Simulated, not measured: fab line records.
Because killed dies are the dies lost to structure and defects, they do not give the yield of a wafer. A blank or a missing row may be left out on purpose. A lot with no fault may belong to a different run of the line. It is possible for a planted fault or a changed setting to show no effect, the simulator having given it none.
A single fault, viewed from 2 desks / flow gf180mcu / each desk holds nothing but its own numbers, with what lay behind them at the end

## DESK OF THE TOOL OWNER: implanter-03
The tool's own readings at GF_PSD_IMPLANT_09: means of the sampled wafers that have a number, for each lot that ran on this tool. If a lot's mean is further than 4 standard deviations from the usual mean, the lot is out of limits and carries the mark OUT (the distance appears in the brackets).
Columns: A = beam_energy_keV at GF_PSD_IMPLANT_09, usual 39.998; B = dose_ions_cm2 at GF_PSD_IMPLANT_09, usual 1.4994e+15; C = end_station_pressure_torr at GF_PSD_IMPLANT_09, usual 1.17e-05 Torr; D = faraday_current_uA at GF_PSD_IMPLANT_09, usual 8237; E = tilt_deg at GF_PSD_IMPLANT_09, usual 7.002 degrees
lot=L130; first seen here=day 14 03:50; A=39.995; B=1.4994e+15; C=1.13e-05; D=8158; E=6.992
lot=L133; first seen here=day 15 06:23; A=39.993; B=1.4987e+15; C=1.19e-05; D=8409; E=7.006
lot=L136; first seen here=day 16 09:31; A=39.993; B=1.4990e+15; C=1.17e-05; D=8255; E=7.018
lot=L137; first seen here=day 16 16:56; A=40.001; B=1.4997e+15; C=1.18e-05; D=8187; E=7.013
lot=L144; first seen here=day 19 11:07; A=39.996; B=2.1692e+15 (+99 or more) OUT; C=1.44e-05 (+4.8) OUT; D=11857 (+23) OUT; E=6.984
lot=L146; first seen here=day 20 05:30; A=40.001; B=2.1657e+15 (+99 or more) OUT; C=1.48e-05 (+5.6) OUT; D=11612 (+21) OUT; E=7.017
This desk finds L144, L146 out of limits, L144 being first, at day 19 11:07 (dose_ions_cm2 at GF_PSD_IMPLANT_09). Within limits: L130, L133, L136, L137.

## METROLOGY DESK
What the gauges read, lot by lot, whatever tool the lot ran on: means of the sampled wafers that have a number. If a lot's mean is further than 4 standard deviations from the usual mean, the lot is out of limits and carries the mark OUT (the distance appears in the brackets).
Columns: A = HV_LDD_OVL at GF_HV_LDD_OVL_MEAS_08, usual 0.1 nm; B = HV_LDD_RS at GF_HV_LDD_RS_MEAS_53, usual 418.5 ohm/sq; C = PSD_TW at GF_PSD_TW_MEAS_11, usual 3196; D = PSD_RS at GF_PSD_RS_MEAS_15, usual 108.63 ohm/sq
lot=L130; first seen here=day 10 00:29; A=-0.7; B=418.6; C=3228; D=108.69
lot=L131; first seen here=day 10 04:02; A=-1.3; B=418.4; C=3215; D=108.90
lot=L133; first seen here=day 10 21:03; A=0.8; B=419.1; C=3162; D=108.83
lot=L134; first seen here=day 11 05:10; A=-1.7; B=417.6; C=3225; D=108.40
lot=L136; first seen here=day 11 20:00; A=0.7; B=418.0; C=3179; D=109.41
lot=L137; first seen here=day 12 02:24; A=-0.9; B=418.7; C=3187; D=108.38
lot=L143; first seen here=day 13 21:44; A=-1.2; B=418.7; C=3161; D=108.90
lot=L144; first seen here=day 14 12:46; A=-0.6; B=419.2; C=3414 (+6.2) OUT; D=102.42 (-21) OUT
lot=L146; first seen here=day 15 03:32; A=1.0; B=417.5; C=3395 (+5.7) OUT; D=102.31 (-21) OUT
lot=L151; first seen here=day 16 11:19; A=0.5; B=420.2; C=3213; D=108.68
lot=L153; first seen here=day 17 03:38; A=2.7; B=418.4; C=3165; D=108.34
This desk's result: L144, L146 out of limits, first on L144 (PSD_TW at GF_PSD_TW_MEAS_11), day 19 11:22. Within limits: L130, L131, L133, L134, L136, L137, L143, L151, L153.

## BROUGHT TOGETHER
The tool owner's desk could have raised an alarm at day 19 11:07, on L144, L146.
An alarm was possible from the metrology desk at day 19 11:22, on L144, L146.
Every lot named ran GF_PSD_IMPLANT_09 on implanter-03.

## WHAT THE SIMULATOR HAD INSERTED
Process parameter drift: implanter-03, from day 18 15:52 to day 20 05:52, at GF_PSD_IMPLANT_09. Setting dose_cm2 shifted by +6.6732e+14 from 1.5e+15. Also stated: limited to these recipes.
Struck lots among those shown: L144, L146.
Time in hours from fault onset to the first out-of-limits reading at each desk: tool owner's desk 19, metrology desk 20.
